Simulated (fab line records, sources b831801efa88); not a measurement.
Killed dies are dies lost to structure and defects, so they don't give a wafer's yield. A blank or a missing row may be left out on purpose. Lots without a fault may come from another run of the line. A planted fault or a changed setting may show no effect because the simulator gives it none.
Chamber matching | flow gf180mcu | GF_V2_CMP_04 on cmp-01: 4 sister chambers
The step polishes SiO2. 8 wafers are shown with their chamber, then 10 later ones without.

WAFERS WITH THEIR CHAMBER
wafer  | chamber | motor_current_A (A) | time_to_endpoint_s (s)
L673.4 | 2       | 12.6                | 76
L675.5 | 2       | 12.0                | 75
L678.1 | 0       | 12.7                | 75
L678.5 | 1       | 12.2                | 77
L681.5 | 3       | 11.3                | 75
L681.6 | 0       | 11.9                | 80
L682.2 | 1       | 11.3                | 74
L682.4 | 3       | 12.0                | 81

WAFERS WITHOUT THEIR CHAMBER
wafer  | motor_current_A (A) | time_to_endpoint_s (s)
L682.5 | 12.5                | 82
L683.1 | 12.2                | 75
L683.3 | 12.4                | 73
L683.4 | 12.7                | 74
L688.1 | 12.0                | 64
L688.2 | 12.8                | 77
L688.3 | 11.6                | 77
L690.2 | 12.4                | 75
L690.4 | 12.4                | 76
L690.5 | 12.2                | 80

WHICH CHAMBER EACH WENT THROUGH
wafer  | from the rows above               | in truth
L682.5 | can't be placed: 0 or 3 or 2 or 1 | 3
L683.1 | can't be placed: 2 or 1 or 0 or 3 | 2
L683.3 | can't be placed: 2 or 1 or 0 or 3 | 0
L683.4 | can't be placed: 2 or 0 or 1 or 3 | 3
L688.1 | can't be placed: 1 or 2 or 0 or 3 | 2
L688.2 | can't be placed: 0 or 2 or 1 or 3 | 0
L688.3 | can't be placed: 3 or 1 or 0 or 2 | 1
L690.2 | can't be placed: 2 or 0 or 1 or 3 | 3
L690.4 | can't be placed: 2 or 0 or 1 or 3 | 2
L690.5 | can't be placed: 0 or 3 or 2 or 1 | 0
Placed correctly: 0 of 10. Can't be placed from these rows: 10 (the true chamber is among the candidates in 10). Placed wrongly: 0.
How it was worked out, from the rows above alone: a wafer's distance from a chamber is the root of the sum, over the readings, of the square of ((its reading less the chamber's mean) divided by the reading's scatter). The wafer belongs to the nearest chamber; if the next one is less than 2 further off, it can't be placed. A chamber's mean is the mean of its shown wafers. The scatter: the root of (the sum of the squares of (reading less its chamber's mean) over the shown wafers, divided by (wafers less chambers)).
